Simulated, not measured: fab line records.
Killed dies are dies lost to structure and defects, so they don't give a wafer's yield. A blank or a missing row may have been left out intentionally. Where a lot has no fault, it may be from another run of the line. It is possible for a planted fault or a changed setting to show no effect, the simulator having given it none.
fab line records + flow sfq_line
record
- lots=6
- wafers=18
- last_day=95
route steps=325 shown M4@152 I4@163
lots that met no fault: from a run of the same line without faults
start_h: hours from the record's first day to the start of the lot's first wafer shown + wait_h: hours from the lot's prior step to this one + " repeats the value in the row above + L1.1+2: one row covering several wafers at once + - either no value or no given start + * or withheld: withheld + < > ~ a bound
route shown NAME@n: names a module that has steps shown in the file, with the first one's number in the route + usual: mean/standard deviation of fault-free wafers + same: alike in all rows + chamber/n: place in a boat + sites: the reading at each site + _std_site: their standard deviation + _edge_site: mean of outer sites minus mean of inner sites + radius_mm: how far each site lies from the wafer's centre + mask NAME#n: copy n + behind: the last tool/chamber to shape the wafer + hold: what put the lot on hold/how long, in hours/how the hold closed + device: the n, p or np transistor that did not switch + end of line: the tests these same wafers got at the end of their route + step lacking rows: just its recipe + killed: dies that structure and defects cost at the first sort, which is not the same as the wafer's yield + map: dies across one wafer; x = killed, . = not, _ = none there
set.NAME: the run value of the setting; set.NAME@STEP: its run value at that earlier step + model.NAME: the simulator's own value behind a step, which no gauge read
lots at selected steps of the route; one table per step, one row per wafer
services: the hour from which a tool's chamber was out of use, counted from the record's first day as start_h (under 0 if before that day), plus the number of hours and why
## steps
# step SFQ_TRILAYER_M4_LITHO_COAT_098
# recipe
- resist=BARC
- spin_rpm=3000
- resist_thk_nm=62
# step SFQ_TRILAYER_M4_LITHO_COAT_093
# recipe
- resist=KrF
- spin_rpm=3000
- resist_thk_nm=600
# step SFQ_TRILAYER_M4_LITHO_SOFTBAKE_097
# recipe
- temp_c=withheld
- time_s=withheld
- resist=KrF
# step SFQ_TRILAYER_M4_LITHO_EXPOSE_094
# recipe
- mask_id=M4
- na=0.6
- source_shape=conventional
- sigma_outer=0.65
- target_cd_nm=500
- dose_mj=14.4
# step SFQ_TRILAYER_M4_LITHO_PEB_096
# recipe
- peb_temp_c=115
- peb_time_s=60
- resist=KrF
# step SFQ_TRILAYER_M4_LITHO_DEVELOP_095
# recipe
- time_s=60
- resist=KrF
# step SFQ_M4_OVL_MEAS_926
# usual
- M4_OVL=0/4.9
| lot.wafer | tool       | chamber | start_h | wait_h | M4_OVL[nm] |
|-----------|------------|---------|---------|--------|------------|
| L628.1    | overlay-02 | -       | 1277.65 | 0.1    | 1          |
| L628.2    | "          | -       | "       | "      | 2          |
| L628.5    | "          | -       | "       | "      | 1          |
| L633.1    | overlay-01 | -       | 1290.40 | 0.1    | -5         |
| L633.2    | "          | -       | "       | "      | -3         |
| L633.3    | "          | -       | "       | "      | -1         |
| L641.3    | overlay-01 | -       | 1314.42 | 0.1    | 0          |
| L641.4    | "          | -       | "       | "      | -6         |
| L641.5    | "          | -       | "       | "      | -1         |
| L643.3    | overlay-01 | -       | 1318.02 | 0.1    | -8         |
| L643.4    | "          | -       | "       | "      | -2         |
| L643.5    | "          | -       | "       | "      | -8         |
| L645.2    | overlay-01 | -       | 1322.81 | 0.1    | -5         |
| L645.3    | "          | -       | "       | "      | -4         |
| L645.4    | "          | -       | "       | "      | -4         |
| L649.1    | overlay-02 | -       | 1349.20 | 0.1    | 5          |
| L649.2    | "          | -       | "       | "      | 6          |
| L649.5    | "          | -       | "       | "      | 8          |
# step SFQ_TRILAYER_M4_BARC_OPEN_METAL_ETCH_123
# recipe
- mask_material=PR
- chemistry=O2
- target_depth_nm=125
- target=BARC
- icp_w=600
- bias_w=80
- pressure_mtorr=10
- time_s=41.7
# usual
- chamber_pressure_mTorr=10.000/0.0087
- drypump_motor_current_A=5.8/0.4
- he_backside_leak_sccm=3.29/0.12
- oes_product_au=0.684/0.0044
| lot.wafer | tool         | chamber | start_h | wait_h | chamber_pressure_mTorr | drypump_motor_current_A | he_backside_leak_sccm | oes_product_au | rf_hours_counter_h |
|-----------|--------------|---------|---------|--------|------------------------|-------------------------|-----------------------|----------------|--------------------|
| L628.1    | rie_metal-03 | 1       | 1277.69 | 0.0    | 10.004                 | 5.3                     | 3.24                  | 0.692          | 150                |
| L628.2    | "            | 0       | "       | "      | 10.004                 | 5.4                     | 3.11                  | 0.680          | 2                  |
| L628.5    | "            | 0       | "       | "      | 9.993                  | 5.4                     | 3.12                  | 0.686          | -                  |
| L633.1    | rie_metal-03 | 1       | 1290.44 | 0.0    | 9.989                  | 5.3                     | 3.44                  | 0.686          | 152                |
| L633.2    | "            | 0       | "       | "      | 9.997                  | 5.3                     | 3.26                  | 0.680          | 4                  |
| L633.3    | "            | 1       | "       | "      | 10.004                 | 5.3                     | 3.39                  | 0.688          | -                  |
| L641.3    | rie_metal-04 | 1       | 1314.46 | 0.0    | 9.997                  | 6.0                     | 3.27                  | 0.687          | -                  |
| L641.4    | "            | 0       | "       | "      | 9.998                  | 6.2                     | 3.30                  | 0.689          | -                  |
| L641.5    | "            | 1       | "       | "      | 10.015                 | 6.0                     | 3.07                  | 0.685          | -                  |
| L643.3    | rie_metal-02 | 1       | 1318.06 | 0.0    | 9.990                  | 6.2                     | 3.43                  | 0.683          | -                  |
| L643.4    | "            | 0       | "       | "      | 9.992                  | 5.4                     | 3.39                  | 0.680          | -                  |
| L643.5    | "            | 1       | "       | "      | 9.991                  | 6.3                     | 3.35                  | 0.688          | -                  |
| L645.2    | rie_metal-02 | 0       | 1322.84 | 0.0    | 9.995                  | 5.4                     | 3.14                  | 0.679          | 30                 |
| L645.3    | "            | 1       | "       | "      | 9.999                  | 6.3                     | 3.27                  | 0.675          | -                  |
| L645.4    | "            | 0       | "       | "      | 10.007                 | 5.4                     | 3.17                  | 0.688          | -                  |
| L649.1    | rie_metal-04 | 1       | 1349.24 | 0.0    | 9.993                  | 6.0                     | 3.18                  | 0.677          | 78                 |
| L649.2    | "            | 0       | "       | "      | 10.009                 | 6.2                     | 3.44                  | 0.686          | 46                 |
| L649.5    | "            | 0       | "       | "      | 9.994                  | 6.2                     | 3.36                  | 0.686          | -                  |
# step SFQ_TRILAYER_M4_ETCH_METAL_ETCH_096
# recipe
- target=Nb
- stop_on=SiO2
- mask_material=PR
- chemistry=Cl2/Ar
- target_depth_nm=240
- icp_w=600
- bias_w=80
- pressure_mtorr=10
- time_s=120
# usual
- chamber_pressure_mTorr=10.001/0.0088
- drypump_motor_current_A=5.8/0.41
- he_backside_leak_sccm=3.32/0.25
- oes_product_au=0.895/0.0083
| lot.wafer | tool         | chamber | start_h | wait_h | chamber_pressure_mTorr | drypump_motor_current_A | he_backside_leak_sccm | oes_product_au | rf_hours_counter_h |
|-----------|--------------|---------|---------|--------|------------------------|-------------------------|-----------------------|----------------|--------------------|
| L628.1    | rie_metal-03 | 1       | 1277.75 | 0.0    | 10.010                 | 5.3                     | 3.45                  | 0.888          | 150                |
| L628.2    | "            | 0       | "       | "      | 10.011                 | 5.4                     | 2.99                  | 0.894          | 2                  |
| L628.5    | "            | 0       | "       | "      | 10.012                 | 5.3                     | 3.13                  | 0.899          | -                  |
| L633.1    | rie_metal-03 | 1       | 1290.50 | 0.0    | 10.015                 | 5.3                     | 3.39                  | 0.879          | 152                |
| L633.2    | "            | 0       | "       | "      | 10.000                 | 5.4                     | 3.42                  | 0.892          | 4                  |
| L633.3    | "            | 1       | "       | "      | 10.011                 | 5.3                     | 4.18                  | 0.888          | -                  |
| L641.3    | rie_metal-04 | 1       | 1314.54 | 0.1    | 10.008                 | 6.1                     | 3.42                  | 0.896          | -                  |
| L641.4    | "            | 0       | "       | "      | 9.996                  | 6.2                     | 3.42                  | 0.893          | -                  |
| L641.5    | "            | 1       | "       | "      | 9.996                  | 6.1                     | 3.39                  | 0.892          | -                  |
| L643.3    | rie_metal-02 | 1       | 1318.14 | 0.1    | 10.005                 | 6.3                     | 3.46                  | 0.890          | -                  |
| L643.4    | "            | 0       | "       | "      | 10.011                 | 5.4                     | 3.20                  | 0.907          | -                  |
| L643.5    | "            | 1       | "       | "      | 10.020                 | 6.2                     | 3.37                  | 0.893          | -                  |
| L645.2    | rie_metal-02 | 0       | 1322.90 | 0.0    | 9.989                  | 5.4                     | 3.15                  | 0.886          | 30                 |
| L645.3    | "            | 1       | "       | "      | 10.002                 | 6.2                     | 3.22                  | 0.892          | -                  |
| L645.4    | "            | 0       | "       | "      | 9.990                  | 5.4                     | 3.17                  | 0.894          | -                  |
| L649.1    | rie_metal-04 | 1       | 1349.30 | 0.0    | 10.003                 | 6.1                     | 3.25                  | 0.907          | 78                 |
| L649.2    | "            | 0       | "       | "      | 9.999                  | 6.2                     | 3.44                  | 0.898          | 46                 |
| L649.5    | "            | 0       | "       | "      | 10.010                 | 6.2                     | 3.42                  | 0.899          | -                  |
# step SFQ_TRILAYER_M4_STRIP_STRIP_097
# recipe
- gas=O2
- power_w=200
- platen_temp_c=40
- overash_fraction=0.65
- chemistry=O2
- pressure_mtorr=50
# usual
- chamber_pressure_mTorr=50.00/0.043
- drypump_motor_current_A=5.8/0.41
- he_backside_leak_sccm=3.31/0.26
- oes_product_au=1.004/0.0067
| lot.wafer | tool         | chamber | start_h | wait_h | chamber_pressure_mTorr | drypump_motor_current_A | he_backside_leak_sccm | oes_product_au | rf_hours_counter_h |
|-----------|--------------|---------|---------|--------|------------------------|-------------------------|-----------------------|----------------|--------------------|
| L628.1    | rie_metal-03 | 1       | 1277.88 | 0.1    | 50.04                  | 5.3                     | 3.43                  | 1.012          | 150                |
| L628.2    | "            | 0       | "       | "      | 50.07                  | 5.4                     | 3.36                  | 1.009          | 2                  |
| L628.5    | "            | 0       | "       | "      | 49.95                  | 5.4                     | 3.27                  | 1.013          | -                  |
| L633.1    | rie_metal-03 | 1       | 1290.63 | 0.1    | 49.98                  | 5.3                     | 3.43                  | 1.008          | 152                |
| L633.2    | "            | 0       | "       | "      | 49.97                  | 5.4                     | 3.28                  | 1.004          | 4                  |
| L633.3    | "            | 1       | "       | "      | 49.96                  | 5.3                     | 3.32                  | 1.017          | -                  |
| L641.3    | rie_metal-04 | 1       | 1314.83 | 0.2    | 50.04                  | 6.1                     | 3.32                  | 1.013          | -                  |
| L641.4    | "            | 0       | "       | "      | 49.93                  | 6.3                     | 3.34                  | 1.007          | -                  |
| L641.5    | "            | 1       | "       | "      | 50.00                  | 6.0                     | 3.33                  | 1.012          | -                  |
| L643.3    | rie_metal-02 | 1       | 1318.43 | 0.2    | 50.04                  | 6.3                     | 3.43                  | 1.003          | -                  |
| L643.4    | "            | 0       | "       | "      | 50.01                  | 5.4                     | 3.25                  | 1.006          | -                  |
| L643.5    | "            | 1       | "       | "      | 49.94                  | 6.3                     | 3.36                  | 1.005          | -                  |
| L645.2    | rie_metal-02 | 0       | 1323.03 | 0.1    | 50.03                  | 5.4                     | 3.00                  | 1.000          | 30                 |
| L645.3    | "            | 1       | "       | "      | 49.99                  | 6.2                     | 3.38                  | 1.013          | -                  |
| L645.4    | "            | 0       | "       | "      | 50.02                  | 5.4                     | 3.33                  | 0.997          | -                  |
| L649.1    | rie_metal-04 | 1       | 1349.43 | 0.1    | 49.95                  | 6.0                     | 3.24                  | 1.013          | 78                 |
| L649.2    | "            | 0       | "       | "      | 49.98                  | 6.2                     | 3.31                  | 0.996          | 46                 |
| L649.5    | "            | 0       | "       | "      | 50.01                  | 6.2                     | 3.33                  | 1.006          | -                  |
# step SFQ_TRILAYER_M4_STRIP_SOLV_CLEAN_098
# recipe
- chemistry=NMP
- temp_c=70
- time_s=600
# step SFQ_TRILAYER_I4_DEP_PECVD_099
# recipe
- material=SiO2
- temp_c=150
- time_s=111.11
- pressure_torr=2.4
- rf_w=183.3
- precursor=SiH4/N2O
- target_thk_nm=500
# usual
- heater_power_w=78/12
- throttle_valve_pct=25.2/0.86
| lot.wafer | tool     | chamber | start_h | wait_h | heater_power_w | throttle_valve_pct |
|-----------|----------|---------|---------|--------|----------------|--------------------|
| L628.1    | pecvd-04 | 0       | 1278.65 | 0.0    | 84             | 25.4               |
| L628.2    | "        | 1       | "       | "      | 93             | 24.8               |
| L628.5    | "        | 1       | "       | "      | 96             | 25.3               |
| L633.1    | pecvd-02 | 2       | 1291.40 | 0.0    | 98             | 25.2               |
| L633.2    | "        | 0       | "       | "      | 52             | 25.8               |
| L633.3    | "        | 1       | "       | "      | 76             | 25.7               |
| L641.3    | pecvd-02 | 2       | 1315.40 | 0.0    | 99             | 25.2               |
| L641.4    | "        | 1       | "       | "      | 74             | 25.6               |
| L641.5    | "        | 2       | "       | "      | 100            | 25.2               |
| L643.3    | pecvd-01 | 2       | 1319.00 | 0.0    | 88             | 25.4               |
| L643.4    | "        | 1       | "       | "      | 82             | 23.5               |
| L643.5    | "        | 0       | "       | "      | 75             | 26.6               |
| L645.2    | pecvd-01 | 0       | 1323.82 | 0.0    | 73             | 26.6               |
| L645.3    | "        | 2       | "       | "      | 82             | 25.3               |
| L645.4    | "        | 2       | "       | "      | 88             | 25.3               |
| L649.1    | pecvd-04 | 1       | 1350.20 | 0.0    | 92             | 25.0               |
| L649.2    | "        | 0       | "       | "      | 86             | 25.5               |
| L649.5    | "        | 2       | "       | "      | 60             | 25.5               |
# step SFQ_TRILAYER_I4_CMP_CMP_100
# recipe
- material=SiO2
- down_force_psi=3
- platen_rpm=60
- pad_velocity_m_s=0.94248
# usual
- motor_current_A=10.0/1.1
- time_to_endpoint_s=217/8.4
| lot.wafer | tool   | chamber | start_h | wait_h | motor_current_A | time_to_endpoint_s |
|-----------|--------|---------|---------|--------|-----------------|--------------------|
| L628.1    | cmp-02 | 1       | 1304.15 | 25.5   | 9.2             | 211                |
| L628.2    | "      | 2       | "       | "      | 8.7             | 217                |
| L628.5    | "      | 0       | 1305.65 | 26.9   | 10.2            | 217                |
| L633.3    | cmp-01 | 2       | 1316.15 | 24.7   | 9.9             | 202                |
| L633.1    | "      | 3       | "       | "      | 9.4             | 210                |
| L633.2    | "      | 0       | "       | "      | 10.8            | 211                |
| L641.4    | cmp-01 | 3       | 1335.22 | 19.7   | 9.3             | 226                |
| L641.3    | "      | 2       | 1336.72 | 21.3   | 9.6             | 208                |
| L641.5    | "      | 3       | "       | "      | 9.3             | 223                |
| L643.4    | cmp-02 | 0       | 1339.15 | 20.1   | 9.6             | 125                |
| L643.3    | "      | 1       | "       | "      | 8.7             | 211                |
| L643.5    | "      | 0       | 1341.15 | 22.1   | 10.5            | 122                |
| L645.2    | cmp-02 | 3       | 1342.15 | 18.3   | 11.3            | 114                |
| L645.3    | "      | 0       | "       | "      | 10.1            | 217                |
| L645.4    | "      | 2       | 1343.65 | 19.8   | 9.1             | 127                |
| L649.2    | cmp-01 | 2       | 1355.51 | 5.3    | 9.5             | 204                |
| L649.1    | "      | 3       | "       | "      | 9.6             | 206                |
| L649.5    | "      | 1       | 1357.01 | 6.7    | 10.9            | 218                |
# step SFQ_I4_BOW_MEAS_927
# recipe
- mode=bow
# usual
- I4_BOW=4/10
| lot.wafer | tool          | chamber | start_h | wait_h | I4_BOW[um] |
|-----------|---------------|---------|---------|--------|------------|
| L628.1    | film_metro-04 | -       | 1306.15 | 1.5    | 1          |
| L628.2    | "             | -       | "       | "      | 13         |
| L628.5    | "             | -       | "       | "      | -9         |
| L633.1    | film_metro-04 | -       | 1319.15 | 2.0    | 29         |
| L633.2    | "             | -       | "       | "      | 13         |
| L633.3    | "             | -       | "       | "      | 22         |
| L641.3    | film_metro-03 | -       | 1338.26 | 1.0    | 5          |
| L641.4    | "             | -       | "       | "      | 12         |
| L641.5    | "             | -       | "       | "      | -8         |
| L643.3    | film_metro-03 | -       | 1342.19 | 2.0    | 7          |
| L643.4    | "             | -       | "       | "      | -19        |
| L643.5    | "             | -       | "       | "      | -13        |
| L645.2    | film_metro-04 | -       | 1345.17 | 2.5    | 1          |
| L645.3    | "             | -       | "       | "      | 9          |
| L645.4    | "             | -       | "       | "      | 22         |
| L649.1    | film_metro-03 | -       | 1357.51 | 1.0    | -17        |
| L649.2    | "             | -       | "       | "      | -4         |
| L649.5    | "             | -       | "       | "      | -11        |
## services
| tool         | chamber | start_h | hours | kind                           |
|--------------|---------|---------|-------|--------------------------------|
| rie_metal-04 | -       | 1261.02 | 1.1   | repair                         |
| cmp-01       | -       | 1270.15 | 4.0   | pm                             |
| pecvd-04     | -       | 1273.83 | 0.2   | repair                         |
| cmp-01       | -       | 1274.15 | -     | consumable_replace:conditioner |
| cmp-01       | -       | 1274.15 | -     | consumable_replace:pad         |
| cmp-01       | -       | 1277.64 | 2.5   | repair                         |
| cmp-02       | -       | 1285.10 | 6.1   | pm                             |
| cmp-01       | -       | 1293.51 | 0.9   | repair                         |
| rie_metal-03 | 1       | 1295.55 | -     | clean                          |
| rie_metal-03 | 1       | 1295.55 | -     | consumable_replace:focus_ring  |
| rie_metal-03 | 1       | 1295.55 | 30.1  | scheduled_down                 |
| rie_metal-03 | 1       | 1295.55 | 30.1  | vent_cycle                     |
| pecvd-04     | -       | 1316.47 | 1.1   | repair                         |
| pecvd-02     | -       | 1316.75 | 14.0  | pm                             |
| pecvd-02     | 0       | 1316.75 | 14.0  | vent_cycle                     |
| pecvd-02     | 1       | 1316.75 | 14.0  | vent_cycle                     |
| pecvd-02     | 2       | 1316.75 | 14.0  | vent_cycle                     |
| pecvd-01     | -       | 1324.15 | 1.4   | repair                         |
| pecvd-02     | 0       | 1330.75 | -     | clean                          |
| pecvd-02     | 1       | 1330.75 | -     | clean                          |
| rie_metal-02 | -       | 1337.81 | 0.5   | repair                         |
| cmp-01       | -       | 1347.22 | 4.3   | pm                             |
| rie_metal-03 | 0       | 1348.04 | 5.8   | repair                         |
| cmp-02       | -       | 1349.75 | 1.2   | repair                         |
## key
first_sign
- step=SFQ_TRILAYER_I4_CMP_CMP_100
- reading=time_to_endpoint_s
- direction=down
- sigmas=11
- usual=*
- struck=*
effect none on later readings
met_at SFQ_TRILAYER_I4_CMP_CMP_100
struck_wafers L643.4,L643.5,L645.2,L645.4
onset_between 1304.15 1339.15
fault
- kind=process_parameter_drift
- tool=cmp-02
- chamber=-
- onset_h=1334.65
- steps=SFQ_TRILAYER_I4_CMP_CMP_100
- channel=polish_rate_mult
- offset=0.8
- shape=step
- end_h=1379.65
- scope=struck_wafers_only
